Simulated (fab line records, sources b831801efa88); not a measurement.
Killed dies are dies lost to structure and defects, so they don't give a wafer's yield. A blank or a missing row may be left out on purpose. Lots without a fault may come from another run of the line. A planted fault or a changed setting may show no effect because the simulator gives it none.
fab line records | flow sfq_line
record lots=6 wafers=18 last_day=84
route steps=325 shown M6@261 I6@266
lots that met no fault: from a run of the same line without faults
start_h: hours from the record's first day to the start of the lot's first wafer shown | wait_h: hours since the lot's step before | " the same as in the row above | L1.1+2: a row that stands for several wafers | - no value, or no start given | * or withheld: withheld | < > ~ a bound
route shown NAME@n: a module of which the file shows steps, and the number in the route of the first | usual: mean/standard deviation of fault-free wafers | same: alike in all rows | chamber/n: place in a boat | sites: the reading at each site | _std_site: their standard deviation | _edge_site: outer sites' mean less inner sites' | radius_mm: how far each site lies from the wafer's centre | mask NAME#n: copy n | behind: the tool/chamber that last shaped the wafer | hold: why the lot was held/for how many hours/how that ended | device: the transistor (n, p or np) that didn't switch | end of line: the same wafers' tests at the end of the route | a step without rows: its recipe alone | killed: dies lost to structure and defects at the first sort, not the wafer's yield | map: a wafer's dies, x killed, . not, _ none there
set.NAME: the setting as run; set.NAME@STEP: as run at that earlier step | model.NAME: the simulator's own value behind a step, which no gauge read
lots at some steps of the route; a table a step, a row a wafer
services: from which hour (start_h, from the record's first day; less than 0 if before it) a tool's chamber was out of use, for how many hours, and why
## steps
# step SFQ_M6_OVL_MEAS_940
# usual M6_OVL=2/5.3
# columns lot.wafer tool chamber start_h wait_h M6_OVL[nm]
L730.3 overlay-02 - 1539.60 0.1 -11
L730.5 " - " " -11
L730.6 " - " " -2
L733.1 overlay-01 - 1568.39 0.1 5
L733.2 " - " " 1
L733.3 " - " " -2
L739.1 overlay-01 - 1631.79 0.1 2
L739.3 " - " " 4
L739.4 " - " " -1
L740.1 overlay-02 - 1637.79 0.1 -2
L740.2 " - " " 6
L740.3 " - " " -3
L750.1 overlay-01 - 1744.20 0.1 4
L750.3 " - " " 8
L750.6 " - " " 12
L752.2 overlay-02 - 1752.57 0.1 -3
L752.3 " - " " 1
L752.6 " - " " -3
# step SFQ_TRILAYER_M6_BARC_OPEN_METAL_ETCH_206
# recipe mask_material=PR chemistry=O2 target_depth_nm=125 target=BARC icp_w=600 bias_w=80 pressure_mtorr=10 time_s=41.7
# usual chamber_pressure_mTorr=10.000/0.0092 drypump_motor_current_A=5.62/0.28 he_backside_leak_sccm=3.4/0.3 oes_product_au=0.685/0.0043
# columns lot.wafer tool chamber start_h wait_h chamber_pressure_mTorr drypump_motor_current_A he_backside_leak_sccm oes_product_au rf_hours_counter_h
L730.3 rie_metal-03 1 1539.65 0.0 9.998 5.26 3.3 0.685 -
L730.5 " 0 " " 10.001 5.49 3.1 0.688 -
L730.6 " 1 " " 10.004 5.28 3.5 0.684 -
L733.1 rie_metal-01 0 1568.43 0.0 10.008 5.90 3.7 0.690 40
L733.2 " 1 " " 10.015 5.45 3.4 0.688 18
L733.3 " 1 " " 10.007 5.47 3.3 0.693 -
L739.1 rie_metal-01 1 1631.83 0.0 10.003 5.45 3.5 0.679 24
L739.3 " 0 " " 10.013 5.90 4.8 0.691 -
L739.4 " 1 " " 9.983 5.47 3.2 0.685 -
L740.1 rie_metal-03 0 1637.83 0.0 9.994 5.52 3.0 0.686 26
L740.2 " 1 " " 9.981 5.33 3.4 0.684 108
L740.3 " 0 " " 10.003 5.51 3.0 0.689 -
L750.1 rie_metal-01 1 1744.23 0.0 10.008 5.47 3.3 0.683 42
L750.3 " 1 " " 10.006 5.46 3.4 0.676 -
L750.6 " 0 " " 9.996 5.90 3.4 0.683 -
L752.2 rie_metal-01 0 1752.60 0.0 9.985 5.90 3.6 0.689 63
L752.3 " 0 " " 10.019 5.90 3.4 0.685 -
L752.6 " 0 " " 10.003 5.90 3.4 0.674 -
# step SFQ_TRILAYER_M6_ETCH_METAL_ETCH_162
# recipe target=Nb stop_on=SiO2 mask_material=PR chemistry=Cl2/Ar target_depth_nm=240 icp_w=600 bias_w=80 pressure_mtorr=10 time_s=120
# usual chamber_pressure_mTorr=9.999/0.0096 drypump_motor_current_A=5.61/0.27 he_backside_leak_sccm=3.4/0.34 oes_product_au=0.898/0.0066
# columns lot.wafer tool chamber start_h wait_h chamber_pressure_mTorr drypump_motor_current_A he_backside_leak_sccm oes_product_au rf_hours_counter_h
L730.3 rie_metal-03 1 1539.73 0.1 9.988 5.27 3.3 0.902 -
L730.5 " 0 " " 9.998 5.52 3.1 0.898 -
L730.6 " 1 " " 9.992 5.28 3.4 0.893 -
L733.1 rie_metal-01 0 1568.49 0.0 10.014 5.91 3.4 0.898 40
L733.2 " 1 " " 9.992 5.46 3.5 0.898 19
L733.3 " 1 " " 9.989 5.47 3.4 0.900 -
L739.1 rie_metal-01 1 1631.89 0.0 10.005 5.46 3.3 0.888 24
L739.3 " 0 " " 9.996 5.92 3.6 0.899 -
L739.4 " 1 " " 9.997 5.47 3.4 0.887 -
L740.1 rie_metal-03 0 1637.89 0.0 9.983 5.53 3.1 0.895 26
L740.2 " 1 " " 9.999 5.25 3.5 0.909 108
L740.3 " 0 " " 10.010 5.53 3.1 0.897 -
L750.1 rie_metal-01 1 1744.29 0.0 9.990 5.47 3.4 0.910 42
L750.3 " 1 " " 9.998 5.48 3.4 0.905 -
L750.6 " 0 " " 10.004 5.90 3.3 0.902 -
L752.2 rie_metal-01 0 1752.66 0.0 9.993 5.91 3.4 0.892 63
L752.3 " 0 " " 10.022 5.90 3.4 0.893 -
L752.6 " 0 " " 9.994 5.91 3.6 0.889 -
# step SFQ_TRILAYER_M6_STRIP_STRIP_163
# recipe gas=O2 power_w=200 platen_temp_c=40 overash_fraction=0.65 chemistry=O2 pressure_mtorr=50
# step SFQ_TRILAYER_M6_STRIP_SOLV_CLEAN_164
# recipe chemistry=NMP temp_c=70 time_s=600
# step SFQ_TRILAYER_I6_DEP_PECVD_165
# recipe material=SiO2 temp_c=150 time_s=111.11 pressure_torr=2.4 rf_w=183.3 precursor=SiH4/N2O target_thk_nm=500
# usual heater_power_outer_w=31/12 heater_power_w=90/23 throttle_valve_pct=24.8/1.4
# columns lot.wafer tool chamber start_h wait_h heater_power_outer_w heater_power_w throttle_valve_pct
L730.3 pecvd-01 2 1540.59 0.0 37 84 23.5
L730.5 " 1 " " 31 87 23.6
L730.6 " 0 " " 21 70 25.5
L733.1 pecvd-01 0 1569.39 0.0 17 63 25.5
L733.2 " 2 " " 41 91 23.5
L733.3 " 1 " " 27 83 23.8
L739.1 pecvd-01 0 1632.79 0.0 14 59 25.9
L739.3 " 1 " " 27 84 23.6
L739.4 " 2 " " 29 75 23.6
L740.1 pecvd-03 1 1638.80 0.0 22 71 25.0
L740.2 " 0 " " 48 127 23.8
L740.3 " 2 " " 22 74 26.8
L750.1 pecvd-04 2 1745.21 0.0 28 80 23.7
L750.3 " 1 " " 28 99 27.1
L750.6 " 1 " " 32 100 26.7
L752.2 pecvd-01 1 1753.56 0.0 21 73 21.7
L752.3 " 2 " " 40 95 22.5
L752.6 " 1 " " 23 76 21.9
# step SFQ_TRILAYER_I6_CMP_CMP_166
# recipe material=SiO2 down_force_psi=3 platen_rpm=60 pad_velocity_m_s=0.94248
# usual motor_current_A=10.3/1.1 retaining_ring_pressure_frac=1.000/0.0049 time_to_endpoint_s=213/5.8
# columns lot.wafer tool chamber start_h wait_h motor_current_A retaining_ring_pressure_frac time_to_endpoint_s
L730.3 cmp-01 2 1540.66 0.0 8.4 0.999 205
L730.5 " 2 1542.66 2.0 8.5 1.003 203
L730.6 " 3 " " 10.0 0.997 211
L733.3 cmp-02 1 1569.46 0.0 11.1 0.994 205
L733.1 " 3 1570.46 1.0 10.4 0.996 207
L733.2 " 0 " " 10.5 0.995 205
L739.3 cmp-01 3 1632.86 0.0 9.7 0.999 211
L739.1 " 0 " " 11.5 1.004 218
L739.4 " 2 1634.36 1.5 8.8 0.998 214
L740.3 cmp-02 0 1639.38 0.5 10.8 0.990 209
L740.1 " 1 " " 10.9 1.001 202
L740.2 " 2 " " 11.3 0.998 206
L750.3 cmp-02 2 1745.29 0.0 11.5 0.991 216
L750.1 " 0 1746.29 1.0 10.6 1.006 214
L750.6 " 2 1747.29 2.0 11.8 0.996 216
L752.2 cmp-02 1 1753.64 0.0 10.8 0.999 211
L752.3 " 2 " " 11.7 0.991 212
L752.6 " 1 1755.64 2.0 10.4 1.003 210
# step SFQ_I6_BOW_MEAS_941
# recipe mode=bow
# usual I6_BOW=7/13
# columns lot.wafer tool chamber start_h wait_h I6_BOW[um]
L730.3 film_metro-03 - 1543.70 2.5 8
L730.5 " - " " 5
L730.6 " - " " 17
L733.1 film_metro-04 - 1572.46 1.5 -2
L733.2 " - " " -16
L733.3 " - " " -12
L739.1 film_metro-04 - 1635.86 2.0 32
L739.3 " - " " 13
L739.4 " - " " 17
L740.1 film_metro-01 - 1641.88 1.5 12
L740.2 " - " " 13
L740.3 " - " " 8
L750.1 film_metro-03 - 1748.29 1.5 23
L750.3 " - " " 14
L750.6 " - " " 10
L752.2 film_metro-03 - 1756.66 2.5 22
L752.3 " - " " 21
L752.6 " - " " 29
# step SFQ_TRILAYER_I6_METRO_MEASURE_167
# usual thk_nm=199.9/0.91
# columns lot.wafer tool chamber start_h wait_h thk_nm
L730.3 film_metro-03 - 1544.18 0.5 199.0
L730.5 " - " " 198.3
L730.6 " - " " 199.2
L733.1 film_metro-04 - 1572.58 0.1 199.5
L733.2 " - " " 199.4
L733.3 " - " " 200.0
L739.1 film_metro-04 - 1635.98 0.1 201.1
L739.3 " - " " 199.5
L739.4 " - " " 199.7
L740.1 film_metro-01 - 1642.00 0.1 198.7
L740.2 " - " " 200.1
L740.3 " - " " 199.4
L750.1 film_metro-03 - 1748.41 0.1 201.7
L750.3 " - " " 201.4
L750.6 " - " " 200.3
L752.2 film_metro-03 - 1756.96 0.3 199.5
L752.3 " - " " 200.7
L752.6 " - " " 200.0
# step SFQ_TRILAYER_I6_VIA_LITHO_COAT_174
# recipe resist=BARC spin_rpm=3021 resist_thk_nm=62
# step SFQ_TRILAYER_I6_VIA_LITHO_COAT_169
# recipe resist=KrF spin_rpm=3000 resist_thk_nm=650
# step SFQ_TRILAYER_I6_VIA_LITHO_SOFTBAKE_173
# recipe temp_c=withheld time_s=withheld resist=KrF
# step SFQ_TRILAYER_I6_VIA_LITHO_EXPOSE_170
# recipe mask_id=I6 na=0.6 source_shape=conventional sigma_outer=0.65 target_cd_nm=700 dose_mj=21.3
# usual exposure_dose_mJ_cm2=21.301/0.02 focus_offset_nm=0.0/0.54 sigma_outer=0.65/0
# columns lot.wafer tool chamber start_h wait_h mask exposure_dose_mJ_cm2 focus_offset_nm sigma_outer
L730.3 krf_scanner-02 0 1660.69 - I6#0 21.318 -0.4 0.65
L730.5 " 0 " " I6#0 21.316 -0.1 0.65
L730.6 " 0 " " I6#0 21.297 -0.5 0.65
L733.1 krf_scanner-01 0 1683.22 - I6#0 21.307 0.0 0.65
L733.2 " 0 " " I6#0 21.326 0.4 0.65
L733.3 " 0 " " I6#0 21.324 0.7 0.65
L739.1 krf_scanner-02 - 1733.25 - I6#0 - - -
L739.3 " - " " I6#0 - - -
L739.4 " - " " I6#0 - - -
L740.1 krf_scanner-02 - 1738.05 - I6#0 - - -
L740.2 " - " " I6#0 - - -
L740.3 " - " " I6#0 - - -
L750.1 krf_scanner-01 0 1840.91 - I6#0 21.324 0.0 0.65
L750.3 " 0 " " I6#0 21.287 1.0 0.65
L750.6 " 0 " " I6#0 21.324 0.6 0.65
L752.2 krf_scanner-01 0 1848.31 - I6#0 21.305 -0.1 0.65
L752.3 " 0 " " I6#0 21.330 0.0 0.65
L752.6 " 0 " " I6#0 21.305 0.2 0.65
# step SFQ_TRILAYER_I6_VIA_LITHO_PEB_172
# recipe peb_temp_c=115 peb_time_s=60 resist=KrF
## services
# columns tool chamber start_h hours kind
krf_scanner-02 - 1516.37 1.0 pm
krf_scanner-02 - 1526.01 1.1 repair
film_metro-03 - 1529.13 7.8 pm
krf_scanner-02 - 1534.18 1.3 pm
rie_metal-03 - 1581.46 14.6 pm
film_metro-03 - 1588.02 26.4 pm
cmp-02 - 1593.65 4.0 pm
krf_scanner-01 - 1594.49 0.8 pm
krf_scanner-01 - 1604.34 1.0 pm
pecvd-01 1 1604.71 4.8 repair
krf_scanner-01 - 1613.48 1.3 pm
krf_scanner-01 - 1628.23 1.0 repair
cmp-02 - 1629.34 2.0 repair
rie_metal-01 0 1643.39 6.0 repair
cmp-02 - 1652.50 2.5 repair
krf_scanner-02 - 1671.04 0.5 repair
film_metro-03 - 1679.18 0.4 pm
krf_scanner-02 - 1685.53 1.0 pm
pecvd-01 - 1686.25 14.0 pm
cmp-02 - 1713.49 6.1 pm
pecvd-01 - 1713.54 2.9 repair
cmp-02 - 1780.06 0.5 repair
rie_metal-01 0 1821.55 4.8 repair
cmp-02 - 1846.63 0.8 repair
## key
first_sign step=SFQ_TRILAYER_I6_VIA_LITHO_EXPOSE_170 reading=tool_record direction=missing
effect none on later readings
met_at SFQ_TRILAYER_I6_VIA_LITHO_EXPOSE_170
struck_wafers L739.1,L739.3,L739.4,L740.1,L740.2,L740.3
onset_between 1660.69 1733.25
fault kind=skipped_step_whole tool=krf_scanner-02 chamber=- onset_h=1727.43 steps=SFQ_TRILAYER_I6_VIA_LITHO_EXPOSE_170 scope=struck_lots_only
